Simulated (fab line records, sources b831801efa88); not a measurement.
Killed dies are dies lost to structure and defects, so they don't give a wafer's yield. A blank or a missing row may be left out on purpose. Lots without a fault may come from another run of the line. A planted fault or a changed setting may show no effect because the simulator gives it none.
Chamber matching | flow gf180mcu | GF_V2_CVD_02 on pecvd-02: 3 sister chambers
The step deposits SiO2 from TEOS, target thk 850 nm, time 94.851 s. 3 wafers are shown with their chamber, then 10 later ones without.

WAFERS WITH THEIR CHAMBER
wafer  | chamber | heater_power_outer_w (W)
L083.6 | 0       | 288
L085.2 | 1       | 461
L085.3 | 2       | 308

WAFERS WITHOUT THEIR CHAMBER
wafer  | heater_power_outer_w (W)
L085.5 | 365
L089.1 | 298
L089.5 | 395
L089.6 | 322
L095.1 | 320
L095.2 | 408
L095.3 | 516
L096.1 | 375
L096.2 | 445
L096.5 | 508

WHICH CHAMBER EACH WENT THROUGH
wafer  | from the rows above          | in truth
L085.5 | can't be placed: 2 or 0 or 1 | 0
L089.1 | can't be placed: 0 or 2      | 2
L089.5 | can't be placed: 1 or 2 or 0 | 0
L089.6 | can't be placed: 2 or 0      | 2
L095.1 | can't be placed: 2 or 0      | 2
L095.2 | can't be placed: 1 or 2 or 0 | 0
L095.3 | 1                            | 1
L096.1 | can't be placed: 2 or 1 or 0 | 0
L096.2 | 1                            | 1
L096.5 | 1                            | 1
Placed correctly: 3 of 10. Can't be placed from these rows: 7 (the true chamber is among the candidates in 7). Placed wrongly: 0.
How it was worked out, from the rows above alone: a wafer's distance from a chamber is the root of the sum, over the readings, of the square of ((its reading less the chamber's mean) divided by the reading's scatter). The wafer belongs to the nearest chamber; if the next one is less than 2 further off, it can't be placed. A chamber's mean is the mean of its shown wafers. The scatter: with one shown wafer a chamber, the root of the mean of the squares of how far each hidden wafer lies from its nearest shown one.
